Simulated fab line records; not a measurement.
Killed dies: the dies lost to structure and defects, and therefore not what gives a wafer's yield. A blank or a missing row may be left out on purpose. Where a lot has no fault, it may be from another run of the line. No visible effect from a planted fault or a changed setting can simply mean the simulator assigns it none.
8D (eight disciplines) problem report, filled in by code | flow sky130 | the parts of the form that need people (team, actions taken, sign-off) are left out

## 1. PROBLEM STATEMENT
At SKY_PAD_OPEN_PROBE_99, killed_at_M4_up averages 55.0 over 6 wafers from 2 lots, while fault-free wafers read 3.1, standard deviation 1.9. Measured from the usual mean, that is +27 standard deviations.
Earliest sighting: wafer L950.3 on prober-01 at day 48 18:47. Wafers with a number at this step in the record: 24, from 8 lots. Rule for "out" (also "out of limits"): further than 4 standard deviations from the usual mean. All remaining wafers that have a number are taken as sound.

## 2. WHAT IT IS AND WHAT IT IS NOT
question                    | is                     | is not
which readings at this step | killed_at_M4_up        | killed_at_M0_to_M3, killedAtContacts, killedAtFrontEnd, killedAtOther, killedShort, sort_bin_6_memory
which lots                  | L950, L952             | L940, L944, L953, L956, L959, L960
which wafers of those lots  | all that have a number | -
read on which tools         | prober-01              | prober-02
when                        | from day 48 18:47      | up to then (6 sound wafers); but 12 sound wafers of L953, L956, L959, L960 came after

## 3. THE SUSPECTS, EACH WITH WHAT RULES IT OUT
Counting: a tool stays on the suspect list if, at a process step up to the reading, it processed all lots that are out and no sound lot following the first of them.
- pvdSputter-01 at SKY_METAL4_SPUTTER_04 (material TiN, target thk 70 nm, time 58.3 s): kept. It ran every lot that is out, first L950 (day 43 11:23), and no sound lot after that.
- prober-01 at SKY_PAD_OPEN_PROBE_99: kept. It ran every lot that is out, first L950 (day 48 18:47), and no sound lot after that. Its own readings are out on those wafers: killed_at_M4_up.
Left after counting: pvdSputter-01 at SKY_METAL4_SPUTTER_04, prober-01 at SKY_PAD_OPEN_PROBE_99.

## 4. THE CAUSE (what the simulator had put in)
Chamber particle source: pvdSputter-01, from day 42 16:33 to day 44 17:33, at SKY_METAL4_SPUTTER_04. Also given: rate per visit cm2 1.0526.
Of the 2 suspects that counting leaves, this tool is one.

## 5. THE EFFECT CHAIN, in route order
Each row: a reading whose mean over the struck wafers that have a number lies more than 3 standard deviations from the usual. Only readings whose record carries a usual standard deviation are examined. hours: median over the lots of the time between each lot's start at the first step of this table that gives one and its start at this step. sigmas: the change, counted in usual standard deviations.
hours | step                  | reading              | usual  | on struck wafers | change | sigmas
0     | SKY_PAD_OPEN_PROBE_99 | defectLimitedYield   | 82.5 % | 73.4             | -9.1   | -4.8
0     | SKY_PAD_OPEN_PROBE_99 | killed_at_M4_up      | 3.1    | 55.0             | +51.9  | +27
0     | SKY_PAD_OPEN_PROBE_99 | killedDies           | 86     | 131              | +45    | +4.9
0     | SKY_PAD_OPEN_PROBE_99 | sort_bin_3_pad_short | 0.8 %  | 3.2              | +2.4   | +5.9
0     | SKY_PAD_OPEN_PROBE_99 | sort_bin_5_function  | 10.6 % | 16.6             | +6.0   | +4.0
0     | SKY_PAD_OPEN_PROBE_99 | sortNPass            | 406    | 361              | -45    | -4.9
0     | SKY_PAD_OPEN_PROBE_99 | sortYieldPct         | 82.5 % | 73.4             | -9.1   | -4.8
Its process steps:
- SKY_PAD_OPEN_PROBE_99

## 6. HOW IT WOULD HAVE BEEN CAUGHT EARLIER
The fault began at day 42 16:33; the first out-of-limits reading in this record came at day 48 18:47, 146 hours later.
No tool reading at SKY_METAL4_SPUTTER_04 that has a usual standard deviation in the record was out on any struck wafer, so an alarm limit of 4 standard deviations on those readings would not have fired.
By day 48 18:47 the whole set of lots that are out, 2 in number, had already begun SKY_METAL4_SPUTTER_04 on pvdSputter-01. Had the tool been put on hold then, not one of them would have been saved.
